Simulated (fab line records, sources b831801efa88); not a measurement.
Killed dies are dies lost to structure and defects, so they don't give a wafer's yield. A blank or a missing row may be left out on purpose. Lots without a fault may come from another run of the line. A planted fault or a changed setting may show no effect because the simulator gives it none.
Which tool did it? | flow sky130 | 6 lots, 18 wafers sampled, at 4 steps of a route of 708

WHAT THE GAUGES READ, wafer by wafer
SKY_PASSIVATION_THK_MEAS_01.
lot  | measured     | on            | PASSIVATION_CVD_00_THK (nm)
L474 | day 44 19:46 | film_metro-01 | 88.2 89.5 90.7
L477 | day 45 14:49 | film_metro-04 | 89.4 90.3 90.2
L479 | day 46 01:09 | film_metro-02 | 90.0 91.0 91.2
L487 | day 48 02:28 | film_metro-02 | 87.2 89.2 89.4
L490 | day 48 16:32 | film_metro-02 | 88.4 88.0 90.1
L494 | day 49 05:49 | film_metro-02 | 87.8 89.4 89.3

WHICH TOOL RAN EACH LOT (tool, then ch and the chambers of the sampled wafers, then the start)
lot  | SKY_FIELD_ISO_WET_ETCH_29      | SKY_METAL5_SPUTTER_01        | SKY_PASSIVATION_CVD_00
L474 | wet_bench-03 ch 1, day 2 21:38 | pvd_sputter-01, day 43 20:53 | pecvd-04 ch 0,2, day 44 19:44
L477 | wet_bench-02 ch 0, day 3 15:40 | pvd_sputter-02, day 44 16:21 | pecvd-02 ch 0,1,2, day 45 14:47
L479 | wet_bench-03 ch 2, day 3 23:40 | pvd_sputter-01, day 45 03:02 | pecvd-02 ch 1,2, day 46 01:07
L487 | wet_bench-04 ch 3, day 5 14:28 | pvd_sputter-01, day 47 05:43 | pecvd-03 ch 0,1,2, day 48 02:26
L490 | wet_bench-04 ch 1, day 6 08:27 | pvd_sputter-01, day 47 20:35 | pecvd-02 ch 1,2, day 48 16:31
L494 | wet_bench-02 ch 1, day 7 02:44 | pvd_sputter-03, day 48 10:40 | pecvd-04 ch 0,2, day 49 05:46
- SKY_FIELD_ISO_WET_ETCH_29: etches Si3N4 in H3PO4, target depth 160 nm, time 1825 s.
- SKY_METAL5_SPUTTER_01: material TiN, target thk 20 nm, time 16.7 s.
- SKY_PASSIVATION_CVD_00: deposits SiO2, target thk 90 nm.

THE ANSWER, worked out from the rows above alone
Rule: what is usual is taken from the lots themselves. Put in order of their means at a reading, lots are off if they are a third of the lots or fewer, leave a main group of 4 or more, and stand apart from it by a gap of 3 or more times the standard deviation of the main group's means; of several such gaps the widest counts. A main group whose means are all the same, to the digits that the tables above print for the reading, isn't used. A lot without any number at a reading at which 4 lots or more have one is off too. The other lots that the step has rows for count as sound.
No lot is off at any reading shown: from this, nothing can be told.

WHAT THE SIMULATOR HAD PUT IN
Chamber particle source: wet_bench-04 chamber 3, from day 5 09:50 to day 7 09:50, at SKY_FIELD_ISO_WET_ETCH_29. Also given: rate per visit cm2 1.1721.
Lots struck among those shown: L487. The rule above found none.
